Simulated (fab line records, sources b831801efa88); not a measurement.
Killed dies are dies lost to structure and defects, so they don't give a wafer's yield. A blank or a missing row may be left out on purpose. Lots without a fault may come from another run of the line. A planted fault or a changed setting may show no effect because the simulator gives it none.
Chamber matching | flow gf180mcu | GF_V1_CMP_04 on cmp-02: 4 sister chambers
The step polishes SiO2. 8 wafers are shown with their chamber, then 12 later ones without.

WAFERS WITH THEIR CHAMBER
wafer  | chamber | motor_current_A (A) | time_to_endpoint_s (s)
L091.2 | 0       | 13.4                | 80
L091.5 | 1       | 11.6                | 85
L092.1 | 2       | 10.5                | 73
L092.2 | 3       | 14.4                | 75
L092.3 | 0       | 12.7                | 75
L092.4 | 1       | 12.7                | 79
L092.5 | 3       | 12.9                | 78
L092.6 | 2       | 11.0                | 82

WAFERS WITHOUT THEIR CHAMBER
wafer  | motor_current_A (A) | time_to_endpoint_s (s)
L094.1 | 12.5                | 87
L094.2 | 13.8                | 85
L094.3 | 12.9                | 88
L093.1 | 14.7                | 76
L093.2 | 10.9                | 80
L093.6 | 10.6                | 82
L095.1 | 13.6                | 79
L095.4 | 10.8                | 79
L095.6 | 13.3                | 85
L097.1 | 13.6                | 85
L097.3 | 10.6                | 74
L097.4 | 13.7                | 85

WHICH CHAMBER EACH WENT THROUGH
wafer  | from the rows above          | in truth
L094.1 | can't be placed: 1 or 0 or 3 | 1
L094.2 | can't be placed: 3 or 0 or 1 | 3
L094.3 | can't be placed: 1 or 0 or 3 | 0
L093.1 | can't be placed: 3 or 0      | 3
L093.2 | can't be placed: 2 or 1      | 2
L093.6 | can't be placed: 2 or 1      | 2
L095.1 | can't be placed: 3 or 0 or 1 | 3
L095.4 | can't be placed: 2 or 1      | 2
L095.6 | can't be placed: 1 or 0 or 3 | 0
L097.1 | can't be placed: 0 or 3 or 1 | 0
L097.3 | can't be placed: 2 or 1      | 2
L097.4 | can't be placed: 0 or 3 or 1 | 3
Placed correctly: 0 of 12. Can't be placed from these rows: 12 (the true chamber is among the candidates in 12). Placed wrongly: 0.
How it was worked out, from the rows above alone: a wafer's distance from a chamber is the root of the sum, over the readings, of the square of ((its reading less the chamber's mean) divided by the reading's scatter). The wafer belongs to the nearest chamber; if the next one is less than 2 further off, it can't be placed. A chamber's mean is the mean of its shown wafers. The scatter: the root of (the sum of the squares of (reading less its chamber's mean) over the shown wafers, divided by (wafers less chambers)).
